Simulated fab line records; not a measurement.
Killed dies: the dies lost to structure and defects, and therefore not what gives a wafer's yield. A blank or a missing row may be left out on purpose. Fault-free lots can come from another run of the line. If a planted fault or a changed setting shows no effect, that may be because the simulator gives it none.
Comparing a struck lot with a sound one	flow sfq line	21 steps out of a route of 325
Sound: the wafers L832.1, L832.2, L832.3. The struck wafers were L852.2, L852.4, L852.5. The cause is given at the end.
At each step with rows: each side's tool, then ch and its chambers, then its first start. Under that, the readings that differ: sound wafers	struck wafers	difference of the means	sigmas: that difference in standard deviations of wafers without a fault.
alike: readings whose means differ by less than 2 such deviations, and words and numbers that are the same on both sides. not compared: withheld readings, readings that some wafer has no value for, bounds like >300 that may hide the same value, and numbers for which the record gives no deviation and whose values overlap.
Wherever a step has rows on one side only, a row that says differs or no value, or a row with sigmas, the two part there. When numbers do not overlap yet have no deviation, they are printed without sigmas and do not part them. A reading that every wafer of one side lacks parts them only if that side has two wafers or more.

first, 2 steps without rows for these wafers: SFQ_TRILAYER_M1_LITHO_PEB_042 (peb time 60 s); SFQ_TRILAYER_M1_LITHO_DEVELOP_041 (time 60 s).
SFQ_M1_OVL_MEAS_911:
  sound on overlay-01, day 13 11:53; struck on overlay-01, day 20 18:49
  alike: M1_OVL
then, 1 step without rows for these wafers: SFQ_TRILAYER_M1_BARC_OPEN_METAL_ETCH_054 (etches BARC in O2, target depth 125 nm, time 41.7 s).
SFQ_TRILAYER_M1_ETCH_METAL_ETCH_042: etches Nb in Cl2/Ar, stops on SiO2, target depth 240 nm, time 120 s.
  sound on rie metal-03 ch 0,1, day 13 11:59; struck on rie metal-02 ch 0, day 20 18:54
  alike: drypump motor current A, oes product au
  not compared: rf hours counter h
then, 2 steps without rows for these wafers: SFQ_TRILAYER_M1_STRIP_STRIP_043 (strips in O2); SFQ_TRILAYER_M1_STRIP_SOLV_CLEAN_044 (cleans in NMP, time 600 s).
SFQ_TRILAYER_I1_DEP_PECVD_045: deposits SiO2 from SiH4/N2O, time 111.11 s, target thk 500 nm.
  sound on pecvd-02 ch 0,1,2, day 13 12:53; struck on pecvd-01 ch 0,1,2, day 20 19:48
  alike: heater power w, throttle valve pct
SFQ_TRILAYER_I1_CMP_CMP_046: polishes SiO2.
  sound on cmp-02 ch 1,2,3, day 13 18:16; struck on cmp-02 ch 1,2, day 20 20:23
  alike: motor current A, slurry flow ml min, time to endpoint s
SFQ_I1_BOW_MEAS_912:
  sound on film metro-04, day 13 20:46; struck on film metro-03, day 20 22:54
  alike: I1_BOW
SFQ_TRILAYER_I1_METRO_MEASURE_047:
  sound on film metro-04, day 13 20:53; struck on film metro-03, day 20 23:12
  alike: thk nm
then, 1 step without rows for these wafers: SFQ_TRILAYER_I1_VIA_LITHO_COAT_054 (resist thk 62 nm).
SFQ_TRILAYER_I1_VIA_LITHO_COAT_049: resist thk 650 nm.
  sound on litho track-03 ch 0, day 13 22:23; struck on litho track-01 ch 0, day 21 00:33
reading	sound	struck	difference	sigmas
spin speed rpm (rpm)	3003.0 3001.3 3002.9	2534.2 2535.2 2534.1	-467.9	-99 or more
model.KrF_of_TRILAYER_I1_VIA_LITHO_COAT_049.thk nm (nm)	650.1 649.1 648.1	708.6 708.8 710.5	+60.2	
then, 4 steps without rows for these wafers: SFQ_TRILAYER_I1_VIA_LITHO_SOFTBAKE_053; SFQ_TRILAYER_I1_VIA_LITHO_EXPOSE_050 (exposes mask I1, target cd 500 nm); SFQ_TRILAYER_I1_VIA_LITHO_PEB_052 (peb time 60 s); SFQ_TRILAYER_I1_VIA_LITHO_DEVELOP_051 (time 60 s).
-- the record jumps here: 4 days lie between the struck wafers' starts before and after --
SFQ_I1_OVL_MEAS_913:
  sound on overlay-02, day 17 07:22; struck on overlay-02, day 25 11:24
  alike: I1_OVL
then, 1 step without rows for these wafers: SFQ_TRILAYER_I1_VIA_BARC_OPEN_VIA_ETCH_071 (etches BARC in O2, target depth 125 nm, time 41.7 s).
SFQ_TRILAYER_I1_VIA_ETCH_VIA_ETCH_052: etches SiO2 in CHF3, stops on Nb, target depth 260 nm.
  sound on rie diel-03 ch 0,1,2, day 17 07:26; struck on rie diel-04 ch 0,2, day 25 11:28
reading	sound	struck	difference	sigmas
model.KrF_of_TRILAYER_I1_VIA_LITHO_COAT_049.thk nm (nm)	528.4 527.8 525.6	585.9 586.5 587.8	+59.5	
  alike: drypump motor current A, oes product au
SFQ_TRILAYER_I1_VIA_STRIP_STRIP_053: strips in O2.
  sound on rie metal-02 ch 0,1, day 17 07:33; struck on rie metal-01 ch 0,1, day 25 11:35
  alike: drypump motor current A, oes product au
  not compared: rf hours counter h

## WHERE THEY PART
SFQ_TRILAYER_I1_VIA_LITHO_COAT_049 only, going by this record. Later steps at which nothing parts them and some readings are alike: SFQ_I1_OVL_MEAS_913, SFQ_TRILAYER_I1_VIA_ETCH_VIA_ETCH_052, SFQ_TRILAYER_I1_VIA_STRIP_STRIP_053.

WHY: whatever the simulator had introduced
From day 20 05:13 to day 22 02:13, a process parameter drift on litho track-01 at SFQ_TRILAYER_I1_VIA_LITHO_COAT_049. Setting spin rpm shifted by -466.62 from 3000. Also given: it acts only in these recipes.
